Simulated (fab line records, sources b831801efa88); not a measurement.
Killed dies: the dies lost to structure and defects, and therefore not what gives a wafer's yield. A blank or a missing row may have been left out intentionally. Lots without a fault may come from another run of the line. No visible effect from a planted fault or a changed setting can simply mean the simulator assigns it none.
A single fault, viewed from 2 desks | flow gf180mcu | every desk sees just its own numbers, and what lay behind them comes last

== THE METROLOGY DESK ==
Means of the sampled wafers that have a number, per lot and without regard to the tool the lot ran on: this is what the gauges read. The brackets show how far a lot's mean lies from the usual mean; more than 4 standard deviations puts the lot out of limits, marked OUT.
Columns: A = SAB_CVD_00_THK at GF_SAB_THK_MEAS_01, usual 50.0 nm; B = CONTACT_CVD_00_THK at GF_CONTACT_THK_MEAS_01, usual 298.1 nm
lot  | first seen here | A               | B
L461 | day 13 21:09    | 49.8            | 299.5
L463 | day 14 14:36    | 49.7            | 296.4
L464 | day 15 00:56    | 49.6            | 299.7
L465 | day 15 11:44    | 49.7            | 297.7
L469 | day 16 18:51    | 50.1            | 301.9
L468 | day 16 22:52    | 49.8            | 299.4
L470 | day 17 08:34    | 49.6            | 298.0
L472 | day 18 22:53    | 50.0            | 297.8
L474 | day 19 01:54    | 50.3            | 297.5
L473 | day 19 03:38    | 45.2 (-8.0) OUT | 297.4
L476 | day 19 22:23    | 44.6 (-8.9) OUT | 299.6
L480 | day 21 08:32    | 49.8            | 296.1
L484 | day 22 04:40    | 49.5            | 297.1
This desk's result: L473, L476 out of limits, first on L473 (SAB_CVD_00_THK at GF_SAB_THK_MEAS_01), day 19 03:38. Within limits: L461, L463, L464, L465, L469, L468, L470, L472, L474, L480, L484.

== FOR THE TOOL OWNER'S DESK: pecvd-02 ==
The tool's own readings at GF_SAB_CVD_00 (deposits SiO2 from TEOS, target thk 50 nm, time 4.9302 s): means of the sampled wafers that have a number, for each lot that ran on this tool. The brackets show how far a lot's mean lies from the usual mean; more than 4 standard deviations puts the lot out of limits, marked OUT.
Columns: A = heater-power-w at GF_SAB_CVD_00, usual 679 W; B = rf-fwd-power-W at GF_SAB_CVD_00, usual 587.6 W
lot  | first seen here | A   | B
L464 | day 15 00:55    | 745 | 588.8
L472 | day 18 22:52    | 747 | 589.9
L473 | day 19 03:36    | 708 | -
L476 | day 19 22:22    | 787 | -
Result from this desk: across the 4 lots, nothing is out of limits.

== BROUGHT TOGETHER ==
At day 19 03:38 the metrology desk could have sounded an alarm, on L473, L476.
Nothing out of limits was seen by the tool owner's desk.
On record at the tool owner's desk: L473, L476, within its limits.
The lots listed all ran GF_SAB_CVD_00 on pecvd-02.

== WHAT THE SIMULATOR HAD PUT IN ==
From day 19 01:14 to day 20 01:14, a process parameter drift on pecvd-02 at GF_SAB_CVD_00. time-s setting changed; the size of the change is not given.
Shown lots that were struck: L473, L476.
Time in hours between the start of the fault and the first out-of-limits reading at each desk: metrology desk, 2.
